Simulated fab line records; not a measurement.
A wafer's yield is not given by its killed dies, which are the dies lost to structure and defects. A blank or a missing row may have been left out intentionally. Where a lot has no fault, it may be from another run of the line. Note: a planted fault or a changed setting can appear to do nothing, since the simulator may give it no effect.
Comparing a struck lot with a sound one || flow sky130 || 14 out of 708 route steps
Sound: these wafers, L388.2, L388.3, L388.4. The struck wafers were L378.2, L378.3, L378.4. The cause is given at the end.
Order at every step that has rows: each side's tool, ch and its chambers, its first start. Under that, the readings that differ: sound wafers || struck wafers || difference of the means || sigmas: that difference in standard deviations of wafers without a fault.
alike: words and numbers the same on both sides, and readings whose means are apart by under 2 such deviations; not compared: readings that were withheld, readings missing a value for some wafer, numbers with overlapping values and no deviation given by the record, and bounds like >300 which may hide the same value.
Wherever a step has rows on one side only, a row that says differs or no value, or a row with sigmas, the two part there. Numbers that have no deviation but don't overlap get no sigmas and don't part them. A reading that every wafer of one side lacks parts them only if that side has two wafers or more.

SKY_CONTACT_THK_MEAS_01:
  struck on filmMetro-03, day 34 06:41; sound on filmMetro-03, day 36 10:16
  alike: CONTACT_CVD_00_THK
then, 1 step without rows for these wafers: SKY_CONTACT_HDPCVD_02 (deposits SiO2, target thk 565 nm, time 94.2 s).
SKY_CONTACT_THK_MEAS_03:
  struck on filmMetro-04, day 34 06:49; sound on filmMetro-04, day 36 10:23
  alike: CONTACT_HDPCVD_THK
SKY_CONTACT_CMP_04: polishes SiO2.
  sound on cmp-02 ch 0,1,2, day 36 10:29; struck on cmp-02 ch 0,1,2, day 34 06:52
  alike: headPressurePsi, motorCurrentA, slurryFilterDpKPa, timeToEndpointS
SKY_CONTACT_BOW_MEAS_05:
  struck on filmMetro-02, day 34 07:11; sound on filmMetro-02, day 36 10:46
  alike: CONTACT_BOW
then, 7 steps without rows for these wafers: SKY_CONTACT_DEHYDRATE_06 (time 60 s); SKY_CONTACT_HMDS_07 (prime time 60 s); SKY_CONTACT_COAT_08 (resist thk 60 nm); SKY_CONTACT_COAT_09 (resist thk 450 nm); SKY_CONTACT_SOFTBAKE_10 (time 90 s); SKY_CONTACT_EXPOSE_11 (exposes mask CTM1, target cd 170 nm); SKY_CONTACT_PEB_12.
SKY_CONTACT_DEVELOP_13: develop time 60 s.
  sound on lithoTrack-03 ch 0, day 37 12:00; struck on lithoTrack-03, day 35 09:00
  no value came back on the struck wafers for chillPlateTempC (C), developTimeS (s); on the sound wafers chillPlateTempC (C) reads 23.00 23.03 23.01
{"reading": "model.KrF-thick_of_CONTACT_COAT_09.thkNm (nm)", "sound": "438.1 437.6 436.9", "struck": "449.5 451.4 448.7", "difference": "+12.3", "sigmas": ""}
SKY_CONTACT_CD_MEAS_14: the cd target is 170 nm.
  struck on cdSem-01, day 35 09:25; sound on cdSem-02, day 37 12:31
{"reading": "cdNm (nm)", "sound": "167.3 167.6 167.2", "struck": "- - -", "difference": "no value on the struck wafers", "sigmas": ""}

== WHERE THEY PART ==
Last at SKY_CONTACT_CD_MEAS_14 as far as this record goes, first at SKY_CONTACT_DEVELOP_13.

WHY: what had been put in by the simulator
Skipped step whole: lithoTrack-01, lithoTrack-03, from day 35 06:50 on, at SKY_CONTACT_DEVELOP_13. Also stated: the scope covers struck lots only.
